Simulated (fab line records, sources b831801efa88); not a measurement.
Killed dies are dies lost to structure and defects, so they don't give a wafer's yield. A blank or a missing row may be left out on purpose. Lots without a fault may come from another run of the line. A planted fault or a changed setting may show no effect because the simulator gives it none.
Tool commonality check | flow sky130 | 11 lots, 33 wafers sampled

WHY IT WAS OPENED
At SKY_POLY_GATE_THK_MEAS_01 the reading POLY_GATE_CVD_00_THK is flagged on 3 of 11 lots. Wafers without a fault read 180.2 nm, standard deviation 1.6.
Rule: a lot is flagged when every wafer of it that has a number lies more than 4 standard deviations from that mean, or none has a number. The other lots count as sound.

lot  | measured     | on            | POLY_GATE_CVD_00_THK (nm), wafer by wafer | flag
L780 | day 14 01:28 | film_metro-03 | 181.1 180.0 180.9                         |
L781 | day 14 12:08 | film_metro-02 | 180.4 179.4 180.7                         |
L783 | day 15 03:52 | film_metro-03 | 179.0 180.9 180.1                         |
L790 | day 17 17:17 | film_metro-03 | 134.8 133.8 134.4                         | FLAGGED
L791 | day 18 01:38 | film_metro-03 | 137.9 137.9 138.0                         | FLAGGED
L792 | day 18 13:03 | film_metro-01 | 133.3 135.4 132.8                         | FLAGGED
L798 | day 21 03:23 | film_metro-03 | 183.6 183.2 183.7                         |
L799 | day 21 05:04 | film_metro-03 | 182.1 181.4 180.9                         |
L800 | day 21 14:06 | film_metro-02 | 178.7 180.4 178.2                         |
L802 | day 21 20:15 | film_metro-02 | 179.9 180.6 180.8                         |
L801 | day 22 02:30 | film_metro-03 | 178.0 180.5 179.5                         |
The numbers of the flagged lots are 135.4 nm on average: -44.8 nm against the usual, or -28 standard deviations.

WHICH TOOL RAN EACH LOT
The record holds 1 process step before the reading, out of a route of 708 steps. In each cell: the tool, then ch and the chambers that the sampled wafers went through, then the start.
lot  | flag    | SKY_POLY_GATE_CVD_00
L780 |         | lpcvd-01 ch 0, day 14 00:15
L781 |         | lpcvd-01 ch 0, day 14 10:56
L783 |         | lpcvd-01 ch 1, day 15 02:39
L790 | FLAGGED | lpcvd-01 ch 1, day 17 16:05
L791 | FLAGGED | lpcvd-01 ch 0, day 18 00:25
L792 | FLAGGED | lpcvd-01 ch 1, day 18 11:50
L798 |         | lpcvd-01 ch 0, day 21 02:10
L799 |         | lpcvd-01 ch 0, day 21 03:52
L800 |         | lpcvd-01 ch 0, day 21 12:17
L802 |         | lpcvd-01 ch 1, day 21 19:03
L801 |         | lpcvd-01 ch 1, day 22 01:18
What these steps do:
- SKY_POLY_GATE_CVD_00: deposits poly-Si, target thk 180 nm, time 720 s.
- SKY_POLY_GATE_THK_MEAS_01

FLAGGED OVER TOTAL, TOOL BY TOOL (the gauges that took the reading come last)
step                      | tool          | lots run | flagged | share of the flagged lots | sound lots run after its first flagged lot
SKY_POLY_GATE_CVD_00      | lpcvd-01      | 11       | 3       | all                       | 5 (L798,L799,L800,L802,L801)
SKY_POLY_GATE_THK_MEAS_01 | film_metro-01 | 1        | 1       | some                      | 0
SKY_POLY_GATE_THK_MEAS_01 | film_metro-02 | 3        | 0       | none                      | -
SKY_POLY_GATE_THK_MEAS_01 | film_metro-03 | 7        | 2       | some                      | 3 (L798,L799,L801)

WHAT THE TABLE ALLOWS
1 row of the table ran every flagged lot: lpcvd-01 at SKY_POLY_GATE_CVD_00.
- lpcvd-01 at SKY_POLY_GATE_CVD_00: 3 of its 11 lots flagged. Sound lots ran on it after the first flagged one (L798, L799, L800, L802, L801), which a lasting fault on the whole tool wouldn't allow. Its own readings lie more than 4 standard deviations out on every wafer of the flagged lots: spike_tc_centre_C, spike_tc_lower_C, spike_tc_top_C, spike_tc_upper_C.
No row of the table ran every flagged lot and no sound lot after the first.

WHAT THE SIMULATOR HAD PUT IN
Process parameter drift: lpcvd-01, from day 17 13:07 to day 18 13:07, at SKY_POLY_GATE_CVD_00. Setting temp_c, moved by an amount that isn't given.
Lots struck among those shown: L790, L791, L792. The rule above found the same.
